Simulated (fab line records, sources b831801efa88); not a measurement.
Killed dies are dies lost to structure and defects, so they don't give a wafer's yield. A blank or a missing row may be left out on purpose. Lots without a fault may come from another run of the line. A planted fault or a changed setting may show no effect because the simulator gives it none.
A sampling plan put to the test | flow gf180mcu | one fab line, 14 faults that these records tell of, each judged on the records of the lots that it struck; 4 more are left out, because the records don't allow judging them
The plan is the line's own looks: the steps of the route at which a gauge or an inspection reads the wafer and doesn't change it. A look can be judged if struck wafers have a number there and the file gives its usual mean and standard deviation on fault-free wafers. Caught: at a look after the fault's first step, the mean of the struck wafers lies 4 or more of those standard deviations (sigma) from the usual mean. On the tool: the same test on the tool's own readings at the fault's steps. Another recipe on the struck wafers, or a record that is blank for them alone, also counts as caught.

THE FAULTS, as the simulator had put them in
1. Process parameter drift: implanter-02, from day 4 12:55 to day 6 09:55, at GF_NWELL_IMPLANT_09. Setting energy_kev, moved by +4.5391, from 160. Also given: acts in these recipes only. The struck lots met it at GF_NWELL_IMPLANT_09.
2. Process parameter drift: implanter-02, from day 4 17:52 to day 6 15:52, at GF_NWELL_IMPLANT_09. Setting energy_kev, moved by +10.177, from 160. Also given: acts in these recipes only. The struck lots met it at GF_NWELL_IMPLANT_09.
3. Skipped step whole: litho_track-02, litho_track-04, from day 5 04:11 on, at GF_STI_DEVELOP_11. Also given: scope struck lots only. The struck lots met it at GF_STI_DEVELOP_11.
4. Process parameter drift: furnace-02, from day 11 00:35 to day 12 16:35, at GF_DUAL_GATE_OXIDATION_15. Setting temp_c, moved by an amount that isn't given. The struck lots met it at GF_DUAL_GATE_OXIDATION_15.
5. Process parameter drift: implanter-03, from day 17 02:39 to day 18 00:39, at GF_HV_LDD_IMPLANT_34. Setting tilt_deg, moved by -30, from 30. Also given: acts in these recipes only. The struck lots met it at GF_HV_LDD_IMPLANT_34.
6. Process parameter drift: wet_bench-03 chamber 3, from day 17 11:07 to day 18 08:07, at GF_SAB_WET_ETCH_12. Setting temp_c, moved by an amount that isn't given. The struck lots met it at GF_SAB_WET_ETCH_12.
7. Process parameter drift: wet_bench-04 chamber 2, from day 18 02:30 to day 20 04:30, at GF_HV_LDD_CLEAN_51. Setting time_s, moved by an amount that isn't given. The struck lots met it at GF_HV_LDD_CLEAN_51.
8. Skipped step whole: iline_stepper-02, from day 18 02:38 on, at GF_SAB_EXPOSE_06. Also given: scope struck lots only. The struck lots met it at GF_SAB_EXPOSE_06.
9. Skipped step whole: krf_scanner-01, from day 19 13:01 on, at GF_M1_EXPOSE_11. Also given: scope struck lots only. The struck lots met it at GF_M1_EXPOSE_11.
10. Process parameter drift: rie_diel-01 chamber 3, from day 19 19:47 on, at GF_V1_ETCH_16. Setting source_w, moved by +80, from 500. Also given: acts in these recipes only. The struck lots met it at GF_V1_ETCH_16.
11. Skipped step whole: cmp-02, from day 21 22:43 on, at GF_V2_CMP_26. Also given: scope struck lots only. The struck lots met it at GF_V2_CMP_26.
12. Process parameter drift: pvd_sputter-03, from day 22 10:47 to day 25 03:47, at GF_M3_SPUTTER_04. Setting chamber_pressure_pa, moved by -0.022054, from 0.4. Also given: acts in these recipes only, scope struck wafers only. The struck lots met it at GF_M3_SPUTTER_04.
13. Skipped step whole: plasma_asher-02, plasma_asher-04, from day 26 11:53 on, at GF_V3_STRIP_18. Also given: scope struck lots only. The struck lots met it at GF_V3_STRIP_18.
14. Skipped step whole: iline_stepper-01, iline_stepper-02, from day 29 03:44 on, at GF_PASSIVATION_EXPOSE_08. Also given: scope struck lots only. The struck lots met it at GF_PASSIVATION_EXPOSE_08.

WHAT THE PLAN SAW
fault | on the tool itself                               | first look that catches it                      | reading, sigma                                  | median hours from its first step to that look | hours from the fault's start to the first struck lot there | judged looks passed uncaught
1     | beam_energy_keV +88 sigma                        | none of the 2 looks that can be judged after it | -                                               | -                                             | -                                                          | 2
2     | beam_energy_keV +99 or beyond sigma              | none of the 2 looks that can be judged after it | -                                               | -                                             | -                                                          | 2
3     | the tool's record is blank for the struck wafers | not the one look that can be judged after it    | -                                               | -                                             | -                                                          | 1
4     | tube_center_temp_C +55 sigma                     | none of the 2 looks that can be judged after it | -                                               | -                                             | -                                                          | 2
5     | tilt_deg -99 or beyond sigma                     | GF_HV_LDD_RS_MEAS_53                            | HV_LDD_RS -45                                   | 24.5                                          | 35                                                         | 0
6     | only faintly: temp_c -3.1 sigma                  | no look after it can be judged                  | -                                               | -                                             | -                                                          | 0
7     | run_length_s -4.7 sigma                          | not the one look that can be judged after it    | -                                               | -                                             | -                                                          | 1
8     | no reading that can be judged                    | no look after it can be judged                  | -                                               | -                                             | -                                                          | 0
9     | no reading that can be judged                    | no look after it can be judged                  | -                                               | -                                             | -                                                          | 0
10    | rf_fwd_power_W +43 sigma                         | no look after it can be judged                  | -                                               | -                                             | -                                                          | 0
11    | the tool's record is blank for the struck wafers | no look after it can be judged                  | -                                               | -                                             | -                                                          | 0
12    | chamber_pressure_pa -30 sigma                    | not the one look that can be judged after it    | strongest: M3_ALCU_RS at GF_M3_RS_MEAS_05, -2.0 | -                                             | -                                                          | 1
13    | the tool's record is blank for the struck wafers | no look after it can be judged                  | -                                               | -                                             | -                                                          | 0
14    | no reading that can be judged                    | no look after it can be judged                  | -                                               | -                                             | -                                                          | 0
A dash: the fault isn't caught, or these records don't give the number.

Caught at a look: 1 of 14. Caught on the tool: 10 of 14. By one or the other: 10 of 14.
Caught on the tool alone: faults 1, 2, 3, 4, 7, 10, 11, 12, 13.
Caught by neither: faults 6, 8, 9, 14.

THINNER SAMPLING
If the look that catches a fault measured only every second or every third lot, by lot number, the first struck lot would be measured this late in the worst case:
fault | struck lots at that look, in order of time | every lot | every second lot | every third lot
5     | L143, L144                                 | 35 h      | 45 h             | may miss all 2
Hours are from the fault's start to the first struck lot that is measured. The limit of 4 sigma was tested on all struck wafers together, so one lot alone may lie under it. Other struck lots may not be in these records.

THE LONGEST TIMED WAY FROM STEP TO LOOK
Fault 5: a median of 24.5 hours passes between GF_HV_LDD_IMPLANT_34 and GF_HV_LDD_RS_MEAS_53. No look between them can be judged.
